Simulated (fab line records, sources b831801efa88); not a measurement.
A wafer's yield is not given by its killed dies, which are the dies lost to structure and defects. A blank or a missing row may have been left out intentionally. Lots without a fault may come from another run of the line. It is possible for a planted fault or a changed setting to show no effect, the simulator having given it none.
Comparing a struck lot with a sound one || flow sky130 || 32 out of 708 route steps
Sound: the wafers L181.4, L181.5, L181.6. Wafers struck: L188.1, L188.3, L188.6. At the end, the cause is stated.
Per side, at each step with rows, come the tool, then ch with its chambers, and then its first start. Under that, the readings that differ: sound wafers || struck wafers || difference of the means || sigmas: that difference in standard deviations of wafers without a fault.
alike: same words and numbers on both sides, and readings whose means sit less than 2 such deviations apart. not compared: any withheld reading, any reading some wafer has no value for, any bound like >300 that may hide the same value, and any number with overlapping values for which the record gives no deviation.
Wherever a step has rows on one side only, a row that says differs or no value, or a row with sigmas, the two part there. Non-overlapping numbers with no deviation appear without sigmas and do not part them. A reading missing from all wafers of one side parts the sides only when that side holds two or more wafers.

SKY_PWDE_OVL_MEAS_07:
  sound on overlay-01, day 5 11:52; struck on overlay-02, day 7 06:40
  alike: PWDE_OVL
following that, these wafers have no rows for 1 step: SKY_PWDE_IMPLANT_08.
SKY_PWDE_STRIP_09: strips in O2/N2.
  sound on plasmaAsher-01 ch 0,1, day 5 12:04; struck on plasmaAsher-01 ch 0,1, day 7 06:51
  alike: drypumpMotorCurrentA, oesProductAu, stripTimeToEndpointS
  not compared: rfHoursCounterH
SKY_PWDE_TW_MEAS_10:
  sound on filmMetro-01, day 5 12:10; struck on filmMetro-02, day 7 06:57
  alike: PWDE_TW
then, 7 steps without rows for these wafers: SKY_NWELL_DEHYDRATE_03 (time 60 s); SKY_NWELL_HMDS_04 (prime time 60 s); SKY_NWELL_COAT_05 (resist thk 3000 nm); SKY_NWELL_SOFTBAKE_06; SKY_NWELL_EXPOSE_07 (exposes mask NWM, target cd 840 nm); SKY_NWELL_PEB_08; SKY_NWELL_DEVELOP_09 (develop time 60 s).
SKY_NWELL_OVL_MEAS_10:
  sound on overlay-02, day 6 05:37; struck on overlay-01, day 8 01:59
  alike: NWELL_00_OVL
SKY_NWELL_IMPLANT_11:
  sound on implanter-04 ch 0, day 6 05:42; struck on implanter-03 ch 0, day 8 02:02
{"reading": "doseIonsCm2", "sound": "1.8978e+13 1.9014e+13 1.9008e+13", "struck": "2.5217e+13 2.5233e+13 2.523e+13", "difference": "+6.2267e+12", "sigmas": "+99 or more"}
{"reading": "faradayCurrentUA", "sound": "106.7 110.1 111.4", "struck": "143.9 142.2 140.9", "difference": "+32.9", "sigmas": "+16"}
  alike: endStationPressureTorr
then, 2 steps without rows for these wafers: SKY_NWELL_IMPLANT_12; SKY_NWELL_IMPLANT_13.
SKY_NWELL_STRIP_14: strips in O2/N2.
  sound on plasmaAsher-02 ch 0,1, day 6 06:07; struck on plasmaAsher-01 ch 0,1, day 8 02:29
  alike: drypumpMotorCurrentA, oesProductAu, stripTimeToEndpointS
  not compared: rfHoursCounterH
SKY_NWELL_TW_MEAS_15:
  sound on filmMetro-02, day 6 06:12; struck on filmMetro-01, day 8 02:35
{"reading": "NWELL_TW", "sound": "1830 1824 1824", "struck": "1994 1998 2008", "difference": "+174", "sigmas": "+25"}
then, 7 steps without rows for these wafers: SKY_NWELL_DEHYDRATE_16 (time 60 s); SKY_NWELL_HMDS_17 (prime time 60 s); SKY_NWELL_COAT_18 (resist thk 3000 nm); SKY_NWELL_SOFTBAKE_19; SKY_NWELL_EXPOSE_20 (exposes mask NWM COMPLEMENT, target cd 840 nm); SKY_NWELL_PEB_21; SKY_NWELL_DEVELOP_22 (develop time 60 s).
SKY_NWELL_OVL_MEAS_23:
  sound on overlay-01, day 7 00:25; struck on overlay-01, day 8 23:42
  alike: NWELL_01_OVL
following that, these wafers have no rows for 1 step: SKY_NWELL_IMPLANT_24.
SKY_NWELL_STRIP_25: strips in O2/N2.
  sound on plasmaAsher-01 ch 0,1, day 7 00:37; struck on plasmaAsher-01 ch 0,1, day 8 23:53
  alike: drypumpMotorCurrentA, oesProductAu, stripTimeToEndpointS
  not compared: rfHoursCounterH
SKY_NWELL_TW_MEAS_26:
  sound on filmMetro-03, day 7 00:43; struck on filmMetro-03, day 8 23:59
  alike: NWELL_2_TW
then, 1 step without rows for these wafers: SKY_NWELL_CLEAN_27 (cleans in SC1/SC2, time 150 s).
SKY_NWELL_RTA_28: time 30 s.
  sound on rtpAnneal-01 ch 0, day 7 00:50; struck on rtpAnneal-01 ch 0, day 9 00:06
  alike: lampPowerPct, wafer_temp_C_max
SKY_NWELL_RS_MEAS_29: the measuring method here is four-point-probe.
  sound on filmMetro-01, day 7 00:57; struck on filmMetro-01, day 9 00:12
{"reading": "NWELL_RS (ohm/sq)", "sound": "624.6 625.0 626.9", "struck": "534.3 533.5 532.6", "difference": -92.0, "sigmas": -46}
-- the record jumps here: 40 days lie between the struck wafers' starts before and after (it left off in module NWELL and takes up again in module PAD_OPEN, whose first step shown is number 708 of the route) --
SKY_PAD_OPEN_PROBE_99:
  sound on prober-01, day 47 15:36; struck on prober-02, day 49 11:42
{"reading": "model.etest.nfet_16v.rOnOhmUm", "sound": "1.412e+04 1.426e+04 1.411e+04", "struck": "1.312e+04 1.302e+04 1.315e+04", "difference": -1.067e+03, "sigmas": ""}
{"reading": "model.etest.pfet_16v.rOnOhmUm", "sound": "1.482e+04 1.502e+04 1.52e+04", "struck": "1.566e+04 1.582e+04 1.573e+04", "difference": "+7.233e+02", "sigmas": ""}
{"reading": "model.etest.resNwell.lineOhmUm", "sound": "1102 1125 1147", "struck": "883.2 899.6 870.7", "difference": -240.2, "sigmas": ""}
{"reading": "model.etest.resNwell.rsOhmSq", "sound": "917.3 944.3 950.7", "struck": "769 776.8 765.2", "difference": -167, "sigmas": ""}
{"reading": "model.etest.tip_p_5v.rsOhmSq", "sound": "2813 2804 2798", "struck": "2924 2917 2919", "difference": "+115", "sigmas": ""}
{"reading": "model.etest.resNwell.widthNm (nm)", "sound": "831.2 834.2 833.7", "struck": "865.7 865.1 864.2", "difference": "+32.0", "sigmas": ""}
{"reading": "model.etest.resIsoPwell.widthNm (nm)", "sound": "2669 2647 2651", "struck": "2625 2618 2621", "difference": -34, "sigmas": ""}
{"reading": "model.etest.pfet_16v.driveUaUm", "sound": "250.4 250.6 250", "struck": "229.2 228.8 226.2", "difference": -22.3, "sigmas": ""}
  alike: killed_at_M0_to_M3, killed_at_M4_up, killedAtContacts, killedAtFrontEnd, killedAtOther, killedDies, killedOpen, killedShort

== WHERE THEY PART ==
First at SKY_NWELL_IMPLANT_11; last, within this record, at SKY_NWELL_RS_MEAS_29. Later steps at which nothing parts them and some readings are alike: SKY_PAD_OPEN_PROBE_99.

WHY: what had been put in by the simulator
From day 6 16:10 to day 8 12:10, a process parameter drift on implanter-03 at SKY_NWELL_IMPLANT_11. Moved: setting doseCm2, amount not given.
